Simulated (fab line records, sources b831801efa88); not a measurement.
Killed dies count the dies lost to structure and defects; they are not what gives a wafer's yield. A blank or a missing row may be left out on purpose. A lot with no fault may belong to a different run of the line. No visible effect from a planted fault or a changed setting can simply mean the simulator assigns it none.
What tool caused it?	flow gf180mcu	route of 602 steps, sampled at 1 step: 7 lots, 21 wafers

WHAT THE GAUGES SHOWED, per wafer
GF_STI_THK_MEAS_02.
lot	measured	on	STI_OXIDATION_THK (nm)
L261	day 1 16:34	film-metro-01	10.19 10.23 10.22
L263	day 2 07:15	film-metro-04	10.15 10.36 10.17
L266	day 2 18:24	film-metro-01	9.84 9.85 9.84
L270	day 3 13:31	film-metro-02	10.07 10.15 10.11
L275	day 4 14:31	film-metro-01	9.99 9.94 9.75
L279	day 5 10:58	film-metro-04	10.04 10.07 9.89
L283	day 6 06:31	film-metro-02	10.01 9.84 10.00

TOOL THAT RAN EACH LOT (tool first, then ch and the chambers of the sampled wafers, then the start)
Before these readings, the record contains no process step.

THE ANSWER, worked out from the rows above alone
Rule: the usual values come from the lots themselves. The widest of any qualifying gaps counts: lots, ordered by their means at a reading, are off when they make up no more than a third of the lots, leave a main group of 4 or more, and stand apart from it by 3 or more times the standard deviation of that group's means. If all means in a main group match to the digits the tables above print for the reading, that group is not used. A lot without any number at a reading at which 4 lots or more have one is off too. The other lots that the step has rows for count as sound.
No lot is off at any reading shown: from this, nothing can be told.

WHAT THE SIMULATOR HAD INSERTED
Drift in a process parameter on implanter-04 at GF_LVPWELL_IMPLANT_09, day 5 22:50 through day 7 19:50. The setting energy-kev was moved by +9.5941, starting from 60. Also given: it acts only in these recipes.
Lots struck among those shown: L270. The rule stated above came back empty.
